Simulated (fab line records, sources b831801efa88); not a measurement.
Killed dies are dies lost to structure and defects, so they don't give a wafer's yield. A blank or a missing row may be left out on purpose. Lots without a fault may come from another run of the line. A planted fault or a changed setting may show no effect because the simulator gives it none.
Chamber matching | flow gf180mcu | GF_M5_ETCH_09 on rie_diel-02: 4 sister chambers
The step etches Si3N4 in CF4/O2, target depth 52 nm, time 11.6 s. 4 wafers are shown with their chamber, then 9 later ones without.

WAFERS WITH THEIR CHAMBER
wafer  | chamber | drypump_motor_current_A (A)
L088.3 | 3       | 5.4
L092.3 | 0       | 5.1
L092.5 | 2       | 4.8
L092.6 | 1       | 5.9

WAFERS WITHOUT THEIR CHAMBER
wafer  | drypump_motor_current_A (A)
L093.2 | 5.1
L093.3 | 5.4
L093.4 | 4.8
L096.1 | 5.1
L096.2 | 5.4
L096.3 | 5.9
L097.1 | 5.4
L097.5 | 5.0
L097.6 | 5.9

WHICH CHAMBER EACH WENT THROUGH
wafer  | from the rows above | in truth
L093.2 | 0                   | 0
L093.3 | 3                   | 3
L093.4 | 2                   | 2
L096.1 | 0                   | 0
L096.2 | 3                   | 3
L096.3 | 1                   | 1
L097.1 | 3                   | 3
L097.5 | 0                   | 0
L097.6 | 1                   | 1
Placed correctly: 9 of 9. Can't be placed from these rows: 0. Placed wrongly: 0.
How it was worked out, from the rows above alone: a wafer's distance from a chamber is the root of the sum, over the readings, of the square of ((its reading less the chamber's mean) divided by the reading's scatter). The wafer belongs to the nearest chamber; if the next one is less than 2 further off, it can't be placed. A chamber's mean is the mean of its shown wafers. The scatter: with one shown wafer a chamber, the root of the mean of the squares of how far each hidden wafer lies from its nearest shown one.
